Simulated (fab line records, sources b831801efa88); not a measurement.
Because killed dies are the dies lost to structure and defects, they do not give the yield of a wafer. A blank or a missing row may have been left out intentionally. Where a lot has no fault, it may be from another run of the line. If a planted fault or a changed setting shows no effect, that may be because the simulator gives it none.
Struck lot and sound lot, side by side | flow sky130 | 14 steps out of a route of 708
Sound: wafers L249.1, L249.3, L249.4. Wafers struck: L252.1, L252.2, L252.3. Last of all comes the cause.
Order at every step that has rows: each side's tool, ch and its chambers, its first start. Under that, the readings that differ: sound wafers | struck wafers | difference of the means | sigmas: that difference in standard deviations of wafers without a fault.
alike: words and numbers the same on both sides, and readings whose means are apart by under 2 such deviations; not compared: readings that were withheld, readings missing a value for some wafer, numbers with overlapping values and no deviation given by the record, and bounds like >300 which may hide the same value.
Wherever a step has rows on one side only, a row that says differs or no value, or a row with sigmas, the two part there. When numbers do not overlap yet have no deviation, they are printed without sigmas and do not part them. A reading missing from all wafers of one side parts the sides only when that side holds two or more wafers.

first, 4 steps without rows for these wafers: SKY_METAL3_STRIP_20 (strips in post etch residue remover, time 1200 s); SKY_METAL3_CLEAN_21 (cleans in IPA, time 180 s); SKY_METAL3_CLEAN_22 (cleans in O3/DIW); SKY_VIA3_HDPCVD_00 (deposits SiO2, target thk 1635 nm, time 272.5 s).
SKY_VIA3_THK_MEAS_01:
  sound on filmMetro-04, day 41 06:57; struck on filmMetro-04, day 42 07:49
  alike: VIA3_HDPCVD_THK
SKY_VIA3_CMP_02: polishes SiO2.
  sound on cmp-02 ch 0,2,3, day 41 07:01; struck on cmp-02 ch 0,1,3, day 42 10:02
  alike: motorCurrentA
SKY_VIA3_BOW_MEAS_03:
  sound on filmMetro-02, day 41 07:19; struck on filmMetro-02, day 42 10:17
  alike: VIA3_BOW
then, 5 steps without rows for these wafers: SKY_VIA3_DEHYDRATE_04 (time 60 s); SKY_VIA3_HMDS_05 (prime time 60 s); SKY_VIA3_COAT_06 (resist thk 60 nm); SKY_VIA3_COAT_07 (resist thk 450 nm); SKY_VIA3_SOFTBAKE_08 (time 90 s).
SKY_VIA3_EXPOSE_09: exposes mask VIM3, target cd 200 nm.
  struck on krfScanner-01, day 42 21:32; sound on krfScanner-01 ch 0, day 41 20:07
  no value came back on the struck wafers for exposureDoseMJCm2, focusOffsetNm (nm); on the sound wafers exposureDoseMJCm2 reads 37.97 37.98 37.91
  alike: mask
next, for these wafers, 1 step has no rows: SKY_VIA3_PEB_10.

WHERE THEY PART
Within this record, at SKY_VIA3_EXPOSE_09 only.

WHY: the cause the simulator had injected
Step skipped in full: krfScanner-01, at SKY_VIA3_EXPOSE_09, from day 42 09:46 onward. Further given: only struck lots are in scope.
